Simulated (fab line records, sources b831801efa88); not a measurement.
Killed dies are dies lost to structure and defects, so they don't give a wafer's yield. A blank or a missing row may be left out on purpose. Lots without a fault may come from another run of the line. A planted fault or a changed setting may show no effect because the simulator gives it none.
fab line records | flow sky130
record lots=24 wafers=72 last_day=51
route steps=708 shown METAL1@434 VIA2@531 VIA4@641 PASSIVATION@693
lots that met no fault: from a run of the same line without faults
start_h: hours from the record's first day to the start of the lot's first wafer shown | wait_h: hours since the lot's step before | " the same as in the row above | L1.1+2: a row that stands for several wafers | - no value, or no start given | * or withheld: withheld | < > ~ a bound
route shown NAME@n: a module of which the file shows steps, and the number in the route of the first | usual: mean/standard deviation of fault-free wafers | same: alike in all rows | chamber/n: place in a boat | sites: the reading at each site | _std_site: their standard deviation | _edge_site: outer sites' mean less inner sites' | radius_mm: how far each site lies from the wafer's centre | mask NAME#n: copy n | behind: the tool/chamber that last shaped the wafer | hold: why the lot was held/for how many hours/how that ended | device: the transistor (n, p or np) that didn't switch | end of line: the same wafers' tests at the end of the route | a step without rows: its recipe alone | killed: dies lost to structure and defects at the first sort, not the wafer's yield | map: a wafer's dies, x killed, . not, _ none there
set.NAME: the setting as run; set.NAME@STEP: as run at that earlier step | model.NAME: the simulator's own value behind a step, which no gauge read
steps of the route over a sample of lots; a table a step, a row a wafer
services: from which hour (start_h, from the record's first day; less than 0 if before it) a tool's chamber was out of use, for how many hours, and why
## steps
# step SKY_METAL1_SPUTTER_00
# recipe material=Ti target_thk_nm=15 power_w=3000 time_s=10 chamber_pressure_pa=0.4
# usual throttle_valve_pct=30.1/1.2
# columns lot.wafer tool chamber start_h wait_h throttle_valve_pct
L074.1 pvd_sputter-02 - 753.97 0.2 29.9
L074.2 " - " " 30.1
L074.6 " - " " 30.1
L075.1 pvd_sputter-04 - 762.62 0.2 29.6
L075.3 " - " " 31.4
L075.6 " - " " 32.4
L076.2 pvd_sputter-04 - 769.97 0.1 30.5
L076.3 " - " " 31.5
L076.6 " - " " 29.7
L077.3 pvd_sputter-01 - 776.30 0.1 28.4
L077.5 " - " " 30.3
L077.6 " - " " 28.3
L078.1 pvd_sputter-02 - 795.71 0.2 30.1
L078.2 " - " " 29.5
L078.6 " - " " 30.7
L079.1 pvd_sputter-04 - 801.66 0.2 30.4
L079.4 " - " " 32.5
L079.6 " - " " 29.5
L080.1 pvd_sputter-02 - 809.82 0.1 29.5
L080.3 " - " " 31.0
L080.5 " - " " 31.2
L081.1 pvd_sputter-04 - 811.61 0.2 31.7
L081.4 " - " " 29.4
L081.5 " - " " 31.7
L082.1 pvd_sputter-01 - 827.33 0.2 28.0
L082.2 " - " " 30.3
L082.5 " - " " 28.4
L083.1 pvd_sputter-01 - 829.36 0.2 28.1
L083.3 " - " " 30.4
L083.5 " - " " 30.0
L084.1 pvd_sputter-04 - 831.26 0.1 30.4
L084.4 " - " " 29.7
L084.6 " - " " 30.6
L085.3 pvd_sputter-02 - 837.44 0.1 30.8
L085.4 " - " " 29.9
L085.6 " - " " 29.8
L086.4 pvd_sputter-01 - 851.61 0.1 28.4
L086.5 " - " " 27.6
L086.6 " - " " 30.0
L088.1 pvd_sputter-02 - 857.71 0.1 29.5
L088.2 " - " " 30.1
L088.3 " - " " 30.8
L087.2 pvd_sputter-01 - 859.00 0.1 28.3
L087.5 " - " " 30.0
L087.6 " - " " 30.0
L089.3 pvd_sputter-04 - 859.69 0.1 30.5
L089.4 " - " " 29.6
L089.6 " - " " 32.6
L090.2 pvd_sputter-02 - 871.63 0.2 29.9
L090.3 " - " " 29.8
L090.5 " - " " 30.0
L091.1 pvd_sputter-02 - 875.82 0.2 31.0
L091.4 " - " " 29.8
L091.5 " - " " 29.9
L092.2 pvd_sputter-01 - 883.70 0.1 28.1
L092.5 " - " " 30.2
L092.6 " - " " 27.9
L093.1 pvd_sputter-04 - 889.13 0.2 32.6
L093.2 " - " " 29.7
L093.4 " - " " 31.6
L094.2 pvd_sputter-02 - 895.05 0.2 29.5
L094.3 " - " " 30.1
L094.6 " - " " 29.6
L095.3 pvd_sputter-01 - 900.83 0.1 28.5
L095.4 " - " " 30.3
L095.5 " - " " 30.1
L096.1 pvd_sputter-02 - 909.57 0.2 30.9
L096.2 " - " " 29.4
L096.4 " - " " 30.1
L097.4 pvd_sputter-02 - 919.52 0.2 30.0
L097.5 " - " " 29.8
L097.6 " - " " 31.0
# step SKY_METAL1_METAL_ETCH_19
# recipe target_depth_a=3600 stop_on=SiO2 over_etch_frac=0.3 time_s=78 chemistry=Cl2/BCl3 resist_sidewall_deg=88 pressure_mtorr=10 icp_w=900 bias_w=48.5 Cl2_flow_sccm=60 bcl3_flow_sccm=30
# usual chamber_pressure_mTorr=10.000/0.0092 drypump_motor_current_A=5.9/0.52 oes_product_au=0.857/0.0063 throttle_valve_pct=22.264/0.0092
# columns lot.wafer tool chamber start_h wait_h chamber_pressure_mTorr drypump_motor_current_A oes_product_au rf_hours_counter_h throttle_valve_pct
L074.1 rie_metal-01 1 781.39 0.0 9.991 4.9 0.861 0 22.274
L074.2 " 0 " " 10.006 6.4 0.856 9 22.272
L074.6 " 1 " " 10.005 4.9 0.858 - 22.265
L075.1 rie_metal-02 0 790.24 0.0 10.006 5.9 0.854 6 22.262
L075.3 " 0 " " 10.012 5.9 0.865 - 22.255
L075.6 " 0 " " 10.011 5.9 0.866 - 22.267
L076.2 rie_metal-02 1 797.79 0.0 9.998 6.3 0.858 9 22.272
L076.3 " 0 " " 10.003 5.9 0.858 - 22.270
L076.6 " 0 " " 10.004 5.9 0.841 - 22.269
L077.3 rie_metal-03 1 804.02 0.1 9.996 5.8 0.851 - 22.255
L077.5 " 1 " " 10.009 5.8 0.851 - 22.253
L077.6 " 0 " " 10.002 6.1 0.851 - 22.265
L078.1 rie_metal-02 1 823.29 0.0 9.993 6.2 0.854 10 22.277
L078.2 " 0 " " 10.009 5.9 0.870 8 22.257
L078.6 " 1 " " 9.988 6.2 0.861 - 22.263
L079.1 rie_metal-01 0 829.04 0.0 10.006 6.3 0.861 11 22.265
L079.4 " 0 " " 9.989 6.3 0.862 - 22.277
L079.6 " 0 " " 10.003 6.4 0.853 - 22.264
L080.1 rie_metal-03 0 835.99 0.0 9.978 6.2 0.858 7 22.256
L080.3 " 0 " " 9.986 6.2 0.854 - 22.256
L080.5 " 1 " " 10.005 5.8 0.858 - 22.270
L081.1 rie_metal-03 1 839.04 0.0 10.001 5.8 0.858 2 22.253
L081.4 " 0 " " 9.993 6.1 0.851 - 22.264
L081.5 " 1 " " 10.001 5.8 0.863 - 22.254
L082.1 rie_metal-02 1 855.41 0.0 10.010 6.3 0.856 11 22.265
L082.2 " 0 " " 9.997 5.9 0.844 9 22.274
L082.5 " 1 " " 9.976 6.2 0.855 - 22.272
L083.1 rie_metal-01 0 856.94 0.0 9.991 6.4 0.863 12 22.250
L083.3 " 0 " " 10.026 6.4 0.853 - 22.267
L083.5 " 1 " " 10.007 4.8 0.852 - 22.271
L084.1 rie_metal-03 0 859.24 0.0 10.004 6.1 0.858 9 22.276
L084.4 " 1 " " 10.009 5.8 0.845 - 22.279
L084.6 " 0 " " 10.001 6.2 0.856 - 22.278
L085.3 rie_metal-02 1 864.87 0.1 10.000 6.3 0.862 - 22.265
L085.4 " 0 " " 10.004 5.9 0.862 - 22.264
L085.6 " 0 " " 10.009 5.9 0.867 - 22.265
L086.4 rie_metal-01 0 878.97 0.1 9.988 6.4 0.846 - 22.273
L086.5 " 1 " " 9.990 4.8 0.849 - 22.275
L086.6 " 0 " " 10.002 6.4 0.844 - 22.263
L088.1 rie_metal-03 1 884.79 0.0 9.987 5.9 0.860 3 22.260
L088.2 " 0 " " 9.997 6.1 0.867 10 22.282
L088.3 " 0 " " 10.003 6.2 0.863 - 22.263
L087.2 rie_metal-01 0 886.69 0.0 10.003 6.4 0.852 14 22.263
L087.5 " 0 " " 9.991 6.4 0.851 - 22.266
L087.6 " 1 " " 10.002 4.8 0.854 - 22.272
L089.3 rie_metal-02 0 887.07 0.1 10.005 5.9 0.862 - 22.268
L089.4 " 1 " " 10.011 6.3 0.850 - 22.272
L089.6 " 0 " " 9.984 5.9 0.856 - 22.274
L090.2 rie_metal-03 1 897.54 0.0 10.006 5.8 0.850 4 22.255
L090.3 " 0 " " 10.013 6.2 0.857 - 22.274
L090.5 " 0 " " 10.006 6.2 0.857 - 22.273
L091.1 rie_metal-02 0 902.69 0.0 9.997 5.9 0.859 11 22.271
L091.4 " 0 " " 9.988 5.9 0.860 - 22.261
L091.5 " 0 " " 10.005 5.9 0.867 - 22.256
L092.2 rie_metal-02 0 910.79 0.0 10.003 5.9 0.850 11 22.244
L092.5 " 1 " " 9.983 6.3 0.852 - 22.257
L092.6 " 0 " " 10.002 5.9 0.860 - 22.270
L093.1 rie_metal-01 1 915.89 0.0 9.993 4.8 0.857 6 22.254
L093.2 " 0 " " 9.995 6.4 0.870 15 22.271
L093.4 " 0 " " 9.992 6.4 0.856 - 22.266
L094.2 rie_metal-03 0 921.34 0.0 10.009 6.2 0.862 11 22.249
L094.3 " 1 " " 9.990 5.8 0.864 - 22.281
L094.6 " 1 " " 9.992 5.8 0.861 - 22.256
L095.3 rie_metal-01 0 927.82 0.1 10.017 6.4 0.852 - 22.273
L095.4 " 1 " " 10.010 4.9 0.858 - 22.262
L095.5 " 0 " " 10.010 6.4 0.856 - 22.256
L096.1 rie_metal-01 1 935.78 0.1 10.014 4.9 0.857 7 22.265
L096.2 " 1 " " 10.010 4.8 0.849 - 22.260
L096.4 " 1 " " 9.994 4.8 0.860 - 22.256
L097.4 rie_metal-03 0 945.47 0.1 9.996 6.1 0.857 - 22.271
L097.5 " 0 " " 10.000 6.1 0.848 - 22.264
L097.6 " 1 " " 9.990 5.8 0.853 - 22.258
# step SKY_VIA2_CMP_24
# recipe stop_on=SiO2 t_overpolish_s=20 down_force_psi=3.5 platen_rpm=60 target_thk_nm=0 pad_velocity_m_s=0.94248
# usual head_pressure_psi=3.500/0.0082 motor_current_A=10.8/0.57 overpolish_run_s=19.999/0.01 platen_rpm=60.00/0.034 slurry_flow_ml_min=150.0/0.47 time_to_endpoint_s=103/3.8
# columns lot.wafer tool chamber start_h wait_h head_pressure_psi motor_current_A overpolish_run_s platen_rpm slurry_flow_ml_min time_to_endpoint_s
L074.2 cmp-01 3 867.59 0.1 3.520 11.1 19.990 60.00 150.9 102
L074.1 " 0 " " 3.502 9.5 19.988 60.02 150.4 106
L074.6 " 1 " " 3.502 10.2 19.997 60.04 150.2 102
L075.1 cmp-01 1 880.37 0.1 3.517 10.3 20.003 59.96 149.5 103
L075.3 " 0 " " 3.492 10.2 20.012 59.98 150.4 102
L075.6 " 2 " " 3.499 11.0 19.997 60.06 150.1 99
L076.2 cmp-02 2 884.92 0.0 3.499 10.9 20.003 60.04 150.5 99
L076.3 " 0 " " 3.502 10.5 19.996 60.00 149.6 102
L076.6 " 3 " " 3.497 10.9 19.990 59.99 151.1 104
L077.3 cmp-01 2 890.49 0.0 3.496 10.4 19.991 60.02 150.6 104
L077.6 " 2 " " 3.501 10.2 19.979 59.97 150.5 101
L077.5 " 3 " " 3.494 11.7 19.993 60.01 149.6 101
L078.2 cmp-01 2 910.96 0.0 3.501 10.9 19.988 59.96 149.5 100
L078.1 " 3 " " 3.504 11.1 20.017 60.03 149.8 102
L078.6 " 2 " " 3.508 10.6 19.998 59.97 150.0 103
L079.4 cmp-01 1 916.05 0.7 3.498 10.2 20.011 59.96 150.0 112
L079.1 " 2 " " 3.498 10.3 20.000 59.99 150.4 101
L079.6 " 1 " " 3.489 10.5 19.993 59.99 149.6 113
L080.1 cmp-02 0 921.20 0.1 3.489 10.8 20.013 60.01 150.2 101
L080.3 " 1 " " 3.513 11.2 19.998 59.96 150.2 97
L080.5 " 1 " " 3.507 10.9 19.988 59.99 149.5 98
L081.4 cmp-01 3 924.67 0.0 3.511 11.5 20.008 60.04 148.9 96
L081.1 " 1 " " 3.503 10.0 19.996 59.98 149.6 104
L081.5 " 0 " " 3.508 10.4 20.003 60.00 151.1 103
L082.2 cmp-01 0 939.18 0.0 3.484 10.3 19.997 60.03 151.2 104
L082.1 " 3 " " 3.491 11.2 19.987 59.98 150.1 100
L082.5 " 0 " " 3.493 9.8 20.008 59.99 150.4 106
L083.1 cmp-02 1 941.57 0.1 3.498 11.2 20.015 59.99 150.0 101
L083.3 " 2 " " 3.503 11.2 20.002 59.99 150.1 103
L083.5 " 2 " " 3.505 10.7 19.991 60.01 150.7 103
L084.1 cmp-02 1 943.84 0.1 3.500 10.8 20.005 60.00 150.3 106
L084.4 " 3 " " 3.496 11.4 19.997 59.94 150.1 107
L084.6 " 0 " " 3.501 11.0 19.999 60.01 149.4 106
L085.3 cmp-01 2 947.72 0.1 3.513 10.9 20.002 59.99 150.4 96
L085.4 " 0 " " 3.491 9.7 20.009 60.00 149.9 103
L085.6 " 2 " " 3.510 11.0 19.999 59.94 150.0 99
L086.4 cmp-01 1 960.76 0.2 3.492 10.5 20.004 59.98 150.8 103
L086.5 " 2 " " 3.478 11.0 19.987 60.02 149.8 102
L086.6 " 3 " " 3.504 11.1 19.992 60.04 150.7 96
L088.3 cmp-01 1 968.24 0.1 3.511 10.8 20.014 59.98 149.3 103
L088.1 " 2 " " 3.492 10.7 20.012 59.97 150.5 99
L088.2 " 3 " " 3.504 12.1 20.003 60.00 150.0 99
L087.2 cmp-02 1 970.31 0.1 3.499 10.7 19.977 60.01 149.5 103
L087.6 " 3 " " 3.494 11.4 20.009 60.01 149.6 102
L087.5 " 0 " " 3.503 11.3 20.003 60.01 149.4 102
L089.4 cmp-02 0 970.59 0.0 3.500 10.8 19.994 60.07 149.9 101
L089.3 " 1 " " 3.502 11.2 19.990 59.95 149.4 102
L089.6 " 0 " " 3.506 11.0 20.024 60.02 150.2 100
L090.2 cmp-02 0 979.71 0.1 3.498 11.1 20.000 60.00 149.5 104
L090.3 " 2 " " 3.491 10.8 19.994 59.96 150.2 102
L090.5 " 3 " " 3.509 10.7 20.003 60.02 150.2 105
L091.1 cmp-02 0 983.82 0.1 3.497 10.3 19.994 60.02 150.9 106
L091.4 " 3 " " 3.495 11.3 20.002 59.95 149.9 104
L091.5 " 1 " " 3.482 11.5 20.004 60.02 149.6 102
L092.2 cmp-02 0 990.69 0.0 3.503 11.1 20.001 60.04 149.4 108
L092.6 " 0 " " 3.505 10.6 19.970 60.06 150.0 108
L092.5 " 1 " " 3.504 10.6 19.993 59.95 150.2 110
L093.2 cmp-02 1 997.79 0.0 3.483 11.1 20.008 60.04 149.9 104
L093.1 " 2 " " 3.495 11.1 20.007 59.96 149.4 108
L093.4 " 3 " " 3.502 11.6 20.001 60.02 150.2 106
L094.3 cmp-01 2 1001.07 0.3 3.503 10.4 20.010 59.99 150.5 101
L094.2 " 0 " " 3.482 9.9 19.985 59.97 149.9 103
L094.6 " 2 " " 3.495 10.6 20.019 59.99 149.8 101
L095.4 cmp-01 2 1007.70 0.1 3.496 10.4 19.997 59.96 150.1 103
L095.3 " 3 " " 3.497 11.1 20.001 60.01 149.6 99
L095.5 " 0 " " 3.491 9.6 20.007 59.98 150.8 110
L096.2 cmp-02 2 1016.31 0.0 3.510 11.2 19.987 60.00 150.8 104
L096.1 " 3 " " 3.500 11.4 19.989 60.04 150.2 105
L096.4 " 1 " " 3.507 10.7 19.988 59.94 150.5 104
L097.4 cmp-01 0 1025.86 0.3 3.493 9.9 19.984 59.99 149.4 109
L097.6 " 2 " " 3.512 10.8 19.998 59.90 149.4 106
L097.5 " 3 " " 3.504 11.2 20.006 59.97 150.0 103
# step SKY_VIA4_CMP_02
# recipe material=SiO2 down_force_psi=4 platen_rpm=60 pad_velocity_m_s=0.94248
# usual head_pressure_psi=4.001/0.0084 motor_current_A=11.7/0.61 platen_rpm=60.00/0.04 slurry_flow_ml_min=150.0/0.43
# columns lot.wafer tool chamber start_h wait_h head_pressure_psi motor_current_A platen_rpm slurry_flow_ml_min
L074.2 cmp-01 3 1000.87 0.3 4.017 12.6 59.98 150.4
L074.1 " 0 " " 4.002 10.6 59.96 150.6
L074.6 " 2 " " 4.008 11.7 60.00 149.8
L075.3 cmp-02 1 1012.44 0.1 4.004 12.2 59.94 149.9
L075.1 " 2 " " 3.996 12.4 60.01 149.2
L075.6 " 0 " " 4.006 11.7 60.03 150.0
L076.3 cmp-01 0 1016.95 0.1 4.004 10.5 60.03 149.5
L076.2 " 1 " " 4.005 11.2 59.99 149.5
L076.6 " 3 " " 4.015 12.0 60.03 149.0
L077.3 cmp-01 0 1023.46 0.1 4.003 10.8 59.91 149.9
L077.6 " 2 " " 4.001 11.5 59.97 150.4
L077.5 " 3 " " 3.991 11.4 60.02 149.7
L078.1 cmp-01 1 1041.01 0.1 4.006 11.0 59.99 149.3
L078.2 " 3 " " 4.010 12.5 60.03 150.3
L078.6 " 2 " " 3.980 11.6 60.05 149.6
L079.1 cmp-02 1 1045.05 0.1 4.017 11.8 60.03 150.3
L079.4 " 3 " " 4.003 11.9 60.05 150.2
L079.6 " 0 " " 3.992 11.6 59.96 150.1
L080.3 cmp-02 1 1050.62 0.1 3.998 12.3 59.93 149.8
L080.1 " 3 " " 3.991 12.2 59.99 150.8
L080.5 " 0 " " 3.997 11.2 60.06 151.1
L081.4 cmp-01 0 1051.96 0.1 3.995 10.1 59.94 150.1
L081.1 " 1 " " 4.003 12.3 59.97 150.1
L081.5 " 2 " " 4.000 10.8 59.96 149.4
L082.2 cmp-02 2 1067.30 0.0 4.010 12.3 59.98 149.8
L082.1 " 0 " " 3.999 11.5 60.00 150.5
L082.5 " 2 " " 4.000 12.3 60.02 150.3
L083.1 cmp-02 0 1067.70 0.1 4.003 11.3 59.98 150.9
L083.3 " 1 " " 4.001 11.7 60.04 150.0
L083.5 " 1 " " 3.998 12.1 60.00 150.0
L084.4 cmp-01 1 1072.63 0.1 4.002 11.4 59.89 149.6
L084.1 " 2 " " 4.000 11.5 60.01 150.4
L084.6 " 1 " " 4.009 11.3 59.90 150.5
L085.4 cmp-02 2 1075.27 0.1 4.000 12.5 59.98 150.0
L085.3 " 3 " " 4.014 11.6 59.95 150.0
L085.6 " 2 " " 4.004 13.1 59.97 149.9
L086.4 cmp-01 3 1084.44 0.1 3.994 12.7 60.01 150.2
L086.5 " 1 " " 3.994 12.1 60.05 150.2
L086.6 " 2 " " 4.002 11.7 60.00 150.0
L088.3 cmp-02 3 1093.19 0.1 3.984 12.3 60.01 150.6
L088.2 " 1 " " 4.008 12.1 59.98 150.0
L088.1 " 2 " " 3.982 12.6 60.01 150.3
L087.2 cmp-02 3 1093.74 0.1 4.008 12.2 60.00 149.8
L087.6 " 1 " " 3.997 12.5 60.03 150.1
L087.5 " 2 " " 4.005 12.7 59.97 149.9
L089.3 cmp-02 1 1094.67 0.3 4.011 11.5 59.97 150.9
L089.4 " 2 " " 4.004 12.5 60.05 151.1
L089.6 " 1 " " 3.993 12.4 60.07 150.3
L090.2 cmp-01 2 1101.36 0.1 4.001 11.1 60.01 149.8
L090.3 " 3 " " 3.993 12.5 59.97 150.1
L090.5 " 1 " " 4.002 11.4 60.06 149.9
L091.1 cmp-01 1 1104.80 0.1 3.986 11.6 60.06 149.7
L091.4 " 3 " " 4.008 12.0 60.00 150.3
L091.5 " 1 " " 3.986 11.2 60.04 149.9
L092.2 cmp-02 0 1112.88 0.2 3.993 11.7 59.96 149.9
L092.5 " 0 " " 4.002 11.2 60.01 149.7
L092.6 " 1 " " 4.009 12.0 59.99 149.8
L093.2 cmp-02 0 1118.00 0.0 3.999 11.4 60.00 150.6
L093.4 " 1 " " 4.001 12.3 59.99 150.1
L093.1 " 3 " " 4.012 12.5 60.07 150.0
L094.2 cmp-02 1 1120.78 0.1 4.004 12.9 60.00 150.3
L094.3 " 2 " " 4.003 12.3 60.02 149.5
L094.6 " 3 " " 4.001 12.2 60.04 150.4
L095.3 cmp-01 1 1123.29 0.0 4.004 10.9 59.93 150.9
L095.4 " 3 " " 4.002 12.7 60.00 149.7
L095.5 " 1 " " 4.001 11.7 59.92 150.6
L096.1 cmp-01 0 1132.84 0.1 3.993 10.2 60.03 150.7
L096.4 " 2 " " 3.989 11.1 60.03 149.8
L096.2 " 3 " " 4.007 12.5 60.00 150.6
L097.4 cmp-01 2 1142.74 0.7 3.997 11.5 60.01 150.4
L097.6 " 2 " " 4.012 11.6 60.03 150.1
L097.5 " 3 " " 3.979 12.2 59.95 150.2
# step SKY_VIA4_OVL_MEAS_11
# usual VIA4_OVL=0.4/1.3
# columns lot.wafer tool chamber start_h wait_h VIA4_OVL[nm]
L074.1 overlay-02 - 1024.74 0.1 -0.8
L074.2 " - " " -2.1
L074.6 " - " " 0.7
L075.1 overlay-01 - 1035.89 0.1 0.7
L075.3 " - " " 0.1
L075.6 " - " " 1.7
L076.2 overlay-02 - 1040.77 0.1 1.9
L076.3 " - " " 2.4
L076.6 " - " " 3.8
L077.3 overlay-02 - 1047.38 0.1 0.2
L077.5 " - " " -0.6
L077.6 " - " " 0.8
L078.1 overlay-02 - 1063.17 0.1 0.6
L078.2 " - " " 2.6
L078.6 " - " " 0.3
L079.1 overlay-02 - 1067.14 0.1 0.7
L079.4 " - " " -0.8
L079.6 " - " " 0.2
L080.1 overlay-02 - 1073.37 0.1 0.3
L080.3 " - " " -0.3
L080.5 " - " " -0.2
L081.1 overlay-01 - 1074.97 0.1 0.2
L081.4 " - " " 1.8
L081.5 " - " " 2.2
L082.1 overlay-01 - 1089.77 0.1 0.5
L082.2 " - " " 0.5
L082.5 " - " " -1.0
L083.1 overlay-02 - 1089.94 0.1 -0.2
L083.3 " - " " 1.7
L083.5 " - " " 0.1
L084.1 overlay-02 - 1094.44 0.1 -0.6
L084.4 " - " " 0.9
L084.6 " - " " 1.8
L085.3 overlay-01 - 1096.95 0.1 -0.5
L085.4 " - " " 0.3
L085.6 " - " " 2.1
L086.4 overlay-01 - 1105.69 0.1 0.1
L086.5 " - " " 0.7
L086.6 " - " " 1.3
L088.1 overlay-02 - 1114.24 0.1 1.0
L088.2 " - " " 0.9
L088.3 " - " " 1.5
L087.2 overlay-01 - 1114.55 0.1 2.4
L087.5 " - " " 1.7
L087.6 " - " " 3.4
L089.3 overlay-02 - 1115.70 0.1 -0.7
L089.4 " - " " 1.9
L089.6 " - " " 2.6
L090.2 overlay-01 - 1121.50 0.1 0.3
L090.3 " - " " -0.7
L090.5 " - " " 0.6
L091.1 overlay-02 - 1124.49 0.1 -1.0
L091.4 " - " " -0.2
L091.5 " - " " 0.5
L092.2 overlay-02 - 1133.30 0.1 0.0
L092.5 " - " " -0.1
L092.6 " - " " 0.9
L093.1 overlay-01 - 1138.09 0.1 -0.2
L093.2 " - " " -0.1
L093.4 " - " " 0.3
L094.2 overlay-02 - 1141.00 0.1 -0.4
L094.3 " - " " -1.1
L094.6 " - " " -0.3
L095.3 overlay-02 - 1143.73 0.1 -1.7
L095.4 " - " " -0.7
L095.5 " - " " -1.3
L096.1 overlay-01 - 1152.39 0.1 1.8
L096.2 " - " " 0.9
L096.4 " - " " -0.3
L097.4 overlay-01 - 1161.51 0.1 -0.7
L097.5 " - " " 1.6
L097.6 " - " " -0.4
# step SKY_PASSIVATION_STRIP_12
# recipe chemistry=O2/N2 power_w=1400 pressure_mtorr=1500 platen_temp_c=withheld overash_fraction=0.7 o2_flow_sccm=3000 n2_flow_sccm=300
# usual chamber_pressure_mTorr=1500.0/1.4 drypump_motor_current_A=5.43/0.3 oes_product_au=0.660/0.0047 strip_time_to_endpoint_s=31.55/0.14
# columns lot.wafer tool chamber start_h wait_h chamber_pressure_mTorr drypump_motor_current_A oes_product_au rf_hours_counter_h strip_time_to_endpoint_s
L074.1 plasma_asher-03 0 1074.17 0.1 1500.3 5.32 0.666 1 31.57
L074.2 " 1 " " 1501.3 5.24 0.664 1 31.46
L074.6 " 0 " " 1501.9 5.32 0.654 - 31.49
L075.1 plasma_asher-03 0 1082.77 0.1 1498.4 5.29 0.656 2 31.46
L075.3 " 1 " " 1500.2 5.24 0.665 - 31.40
L075.6 " 0 " " 1499.5 5.30 0.659 - 31.55
L076.2 plasma_asher-01 1 1088.50 0.1 1499.1 5.28 0.662 96 31.54
L076.3 " 1 " " 1498.8 5.29 0.658 - 31.40
L076.6 " 1 " " 1499.9 5.30 0.661 - 31.29
L077.3 plasma_asher-04 0 1094.58 0.1 1497.7 5.92 0.644 - 31.61
L077.5 " 1 " " 1501.1 5.85 0.653 - 31.55
L077.6 " 0 " " 1499.8 5.90 0.661 - 31.48
L078.1 plasma_asher-03 1 1108.68 0.1 1502.3 5.26 0.658 4 31.39
L078.2 " 0 " " 1501.2 5.32 0.658 4 31.54
L078.6 " 1 " " 1500.7 5.25 0.657 - 31.34
L079.1 plasma_asher-04 1 1113.10 0.1 1500.8 5.84 0.651 67 31.61
L079.4 " 1 " " 1499.3 5.85 0.655 - 31.54
L079.6 " 0 " " 1500.7 5.92 0.659 - 31.51
L080.1 plasma_asher-03 0 1119.18 0.1 1500.9 5.31 0.661 5 31.40
L080.3 " 0 " " 1501.6 5.32 0.657 - 31.56
L080.5 " 1 " " 1498.2 5.27 0.662 - 31.53
L081.1 plasma_asher-03 0 1120.20 0.1 1498.7 5.34 0.661 5 31.55
L081.4 " 1 " " 1497.3 5.24 0.660 - 31.68
L081.5 " 0 " " 1502.7 5.32 0.663 - 31.58
L082.1 plasma_asher-01 0 1133.45 0.1 1497.0 5.08 0.662 100 31.50
L082.2 " 1 " " 1502.1 5.30 0.659 100 31.49
L082.5 " 1 " " 1500.1 5.30 0.653 - 31.53
L083.1 plasma_asher-04 0 1134.40 0.1 1499.7 5.91 0.670 69 31.73
L083.3 " 0 " " 1502.3 5.89 0.661 - 31.57
L083.5 " 1 " " 1499.2 5.86 0.662 - 31.60
L084.1 plasma_asher-01 0 1137.28 0.1 1500.0 5.10 0.661 100 31.42
L084.4 " 0 " " 1500.3 5.11 0.662 - 31.30
L084.6 " 0 " " 1502.5 5.12 0.651 - 31.39
L085.3 plasma_asher-04 1 1141.53 0.1 1499.6 5.84 0.663 - 31.72
L085.4 " 0 " " 1501.4 5.92 0.653 - 31.66
L085.6 " 1 " " 1503.4 5.83 0.664 - 31.63
L086.4 plasma_asher-04 0 1149.43 0.1 1500.8 5.90 0.663 - 31.70
L086.5 " 0 " " 1498.8 5.93 0.656 - 31.70
L086.6 " 1 " " 1499.3 5.86 0.659 - 31.66
L088.1 plasma_asher-01 0 1156.25 0.1 1500.6 5.10 0.656 102 31.72
L088.2 " 1 " " 1501.2 5.30 0.670 102 31.76
L088.3 " 1 " " 1500.5 5.29 0.663 - 31.90
L087.2 plasma_asher-03 0 1157.23 0.1 1500.0 5.32 0.662 9 31.55
L087.5 " 1 " " 1499.4 5.28 0.661 - 31.48
L087.6 " 0 " " 1498.9 5.29 0.658 - 31.58
L089.3 plasma_asher-04 0 1157.61 0.1 1496.8 5.95 0.666 - 31.64
L089.4 " 1 " " 1499.8 5.85 0.665 - 31.71
L089.6 " 1 " " 1501.3 5.86 0.657 - 31.58
L090.2 plasma_asher-03 0 1163.75 0.1 1499.5 5.30 0.663 10 31.62
L090.3 " 1 " " 1497.1 5.24 0.664 - 31.60
L090.5 " 0 " " 1499.4 5.31 0.659 - 31.65
L091.1 plasma_asher-01 0 1165.55 0.1 1497.2 5.10 0.658 103 31.62
L091.4 " 1 " " 1498.2 5.30 0.663 - 31.72
L091.5 " 0 " " 1498.5 5.07 0.662 - 31.59
L092.2 plasma_asher-01 1 1174.33 0.1 1501.1 5.29 0.654 104 31.57
L092.5 " 1 " " 1499.1 5.30 0.667 - 31.74
L092.6 " 0 " " 1501.3 5.11 0.656 - 31.72
L093.1 plasma_asher-04 1 1178.10 0.1 1499.3 5.84 0.663 73 31.37
L093.2 " 0 " " 1499.0 5.90 0.665 73 31.39
L093.4 " 0 " " 1499.9 5.91 0.665 - 31.43
L094.2 plasma_asher-03 0 1180.18 0.1 1499.8 5.31 0.660 11 31.60
L094.3 " 1 " " 1500.9 5.26 0.655 - 31.66
L094.6 " 0 " " 1501.8 5.29 0.657 - 31.79
L095.3 plasma_asher-01 0 1183.38 0.1 1500.2 5.12 0.665 - 31.46
L095.4 " 1 " " 1499.7 5.27 0.664 - 31.40
L095.5 " 1 " " 1498.9 5.30 0.656 - 31.43
L096.1 plasma_asher-03 0 1190.60 0.1 1501.9 5.32 0.663 12 31.37
L096.2 " 1 " " 1499.4 5.26 0.654 12 31.24
L096.4 " 1 " " 1500.8 5.27 0.668 - 31.44
L097.4 plasma_asher-01 0 1199.51 0.1 1496.7 5.14 0.657 - 31.39
L097.5 " 1 " " 1499.6 5.31 0.663 - 31.36
L097.6 " 0 " " 1499.2 5.15 0.659 - 31.45
## services
# columns tool chamber start_h hours kind
cmp-02 - 744.00 4.0 pm
cmp-01 - 759.02 2.1 repair
cmp-01 - 784.23 1.7 repair
cmp-02 - 817.50 8.1 pm
cmp-01 - 819.18 3.8 repair
cmp-01 - 836.62 0.8 repair
cmp-01 - 856.57 7.6 pm
pvd_sputter-02 - 887.82 1.0 repair
cmp-02 - 894.23 13.3 pm
cmp-01 - 912.00 4.0 pm
cmp-02 - 915.41 2.3 repair
cmp-01 - 950.76 2.6 repair
cmp-02 - 972.12 3.2 repair
cmp-02 - 1004.76 3.2 repair
cmp-01 - 1018.59 3.0 repair
cmp-02 - 1027.46 5.6 pm
cmp-01 - 1055.81 0.5 repair
cmp-02 - 1079.33 0.6 repair
cmp-02 - 1084.13 4.0 pm
cmp-01 - 1093.11 1.6 repair
cmp-02 - 1108.99 3.6 repair
cmp-02 - 1141.88 0.9 repair
cmp-02 - 1156.13 8.0 repair
cmp-01 - 1175.01 4.0 pm
## key
fault none
